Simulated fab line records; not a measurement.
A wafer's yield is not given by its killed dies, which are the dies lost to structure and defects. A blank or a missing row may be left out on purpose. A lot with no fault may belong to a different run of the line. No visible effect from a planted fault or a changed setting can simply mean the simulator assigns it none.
A lot that was struck, set against a sound lot ; flow gf180mcu ; 16 steps out of a route of 602
Sound: these wafers, L469.2, L469.5, L469.6. Wafers struck: L478.1, L478.2, L478.6. The cause is given at the end.
Order at every step that has rows: each side's tool, ch and its chambers, its first start. Under that, the readings that differ: sound wafers ; struck wafers ; difference of the means ; sigmas: that difference in standard deviations of wafers without a fault.
alike: readings with means less than 2 such deviations apart, plus words and numbers identical on both sides. not compared: withheld readings, readings lacking a value on some wafer, bounds such as >300 that could conceal the same value, and numbers that have no deviation in the record and whose values overlap.
The two part at a step that has a row with sigmas, a row that says differs or no value, or rows on one side only. When numbers do not overlap yet have no deviation, they are printed without sigmas and do not part them. Lack of a reading on every wafer of one side parts them only where that side has two or more wafers.

GF_POLY_GATE_ETCH_13: etches poly-Si in HBr/Cl2, stops on SiO2, target depth 198.5 nm, time 69.6 s.
  sound on rie si-01 ch 0,1,3, day 10 17:46; struck on rie si-02 ch 0,2, day 13 11:25
  alike: HBr_flow_sccm, drypump motor current A, oes product au, throttle valve pct
  not compared: rf hours counter h
GF_POLY_GATE_STRIP_14: strips in O2/N2.
  sound on plasma asher-02 ch 0,1, day 10 17:49; struck on plasma asher-02 ch 0,1, day 13 11:29
  alike: drypump motor current A, heater power w, o2 flow sccm, oes product au
  not compared: rf hours counter h
then, 2 steps without rows for these wafers: GF_POLY_GATE_CLEAN_15 (cleans in SC1/SC2, time 150 s); GF_POLY_GATE_OXIDATION_16 (stabilise 600 s, purge 300 s, target thk 4 nm).
GF_POLY_GATE_THK_MEAS_17:
  struck on film metro-03, day 13 12:53; sound on film metro-03, day 10 19:14
  alike: POLY_GATE_OXIDATION_THK
GF_POLY_GATE_CD_MEAS_18:
  struck on cd sem-02, day 13 12:56; sound on cd sem-01, day 10 19:19
  alike: cd nm
then, 6 steps without rows for these wafers: GF_HV_LDD_DEHYDRATE_00 (time 60 s); GF_HV_LDD_HMDS_01 (prime time 60 s); GF_HV_LDD_COAT_02 (resist thk 1000 nm); GF_HV_LDD_SOFTBAKE_03 (time 60 s); GF_HV_LDD_EXPOSE_04 (exposes mask Nplus LV AREA, target cd 400 nm); GF_HV_LDD_PEB_05.
GF_HV_LDD_DEVELOP_06: develop time 60 s.
  sound on litho track-04 ch 0, day 11 14:12; struck on litho track-03 ch 0, day 14 08:58
GF_HV_LDD_CD_MEAS_07: the cd target is 400 nm.
  struck on cd sem-01, day 14 09:07; sound on cd sem-01, day 11 14:20
reading;sound;struck;difference;sigmas
cd nm (nm);401.8 402.0 400.4;375.5 374.4 373.0;-27.1;-15
GF_HV_LDD_OVL_MEAS_08:
  struck on overlay-02, day 14 09:14; sound on overlay-01, day 11 14:27
  alike: HV_LDD_OVL
then, 1 step without rows for these wafers: GF_PASSIVATION_PROBE_99.

WHERE THEY PART
GF_HV_LDD_CD_MEAS_07 only, going by this record. Later steps at which nothing parts them and some readings are alike: GF_HV_LDD_OVL_MEAS_08.

WHY: the cause the simulator had injected
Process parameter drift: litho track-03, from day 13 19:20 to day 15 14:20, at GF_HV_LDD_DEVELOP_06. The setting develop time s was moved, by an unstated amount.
